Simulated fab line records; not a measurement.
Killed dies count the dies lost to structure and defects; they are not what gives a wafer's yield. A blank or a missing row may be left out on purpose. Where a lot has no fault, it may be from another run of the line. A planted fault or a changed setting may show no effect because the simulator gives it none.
Chamber matching | flow gf180mcu | 4 sister chambers for GF_STI_ETCH_13 on rie diel-04
The step etches the open film in CHF3/O2, stops on Si, target depth 282.31 nm, time 112.9 s. 4 wafers are shown with their chamber, then 7 later ones without.

WAFERS PAIRED WITH THEIR CHAMBERS
wafer  | chamber | chf3 flow sccm (sccm)
L367.5 | 1       | 50.04
L369.2 | 2       | 50.00
L372.1 | 0       | 50.23
L372.3 | 3       | 49.90

WAFERS WITHOUT THEIR CHAMBER
wafer  | chf3 flow sccm (sccm)
L372.6 | 50.14
L377.1 | 49.88
L377.3 | 49.86
L377.4 | 50.07
L382.1 | 49.86
L382.5 | 49.95
L382.6 | 49.87

WHICH CHAMBER EACH WENT THROUGH
wafer  | from the rows above          | in truth
L372.6 | can't be placed: 0 or 1 or 2 | 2
L377.1 | 3                            | 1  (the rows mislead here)
L377.3 | 3                            | 3
L377.4 | can't be placed: 1 or 2      | 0
L382.1 | 3                            | 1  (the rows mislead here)
L382.5 | can't be placed: 2 or 3 or 1 | 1
L382.6 | 3                            | 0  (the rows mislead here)
1 of 7 placed correctly. Cannot be placed on the basis of these rows: 3; the candidates contain the true chamber in 2. Placed wrongly: 3.
How it was worked out, from the rows above alone: a wafer's distance from a chamber is the root of the sum, over the readings, of the square of ((its reading less the chamber's mean) divided by the reading's scatter). The wafer belongs to the nearest chamber; if the next one is less than 2 further off, it can't be placed. Each chamber's mean is taken over the wafers shown for it. The scatter (one wafer shown for each chamber): square how far every hidden wafer sits from the nearest shown wafer, average those squares and take the square root.
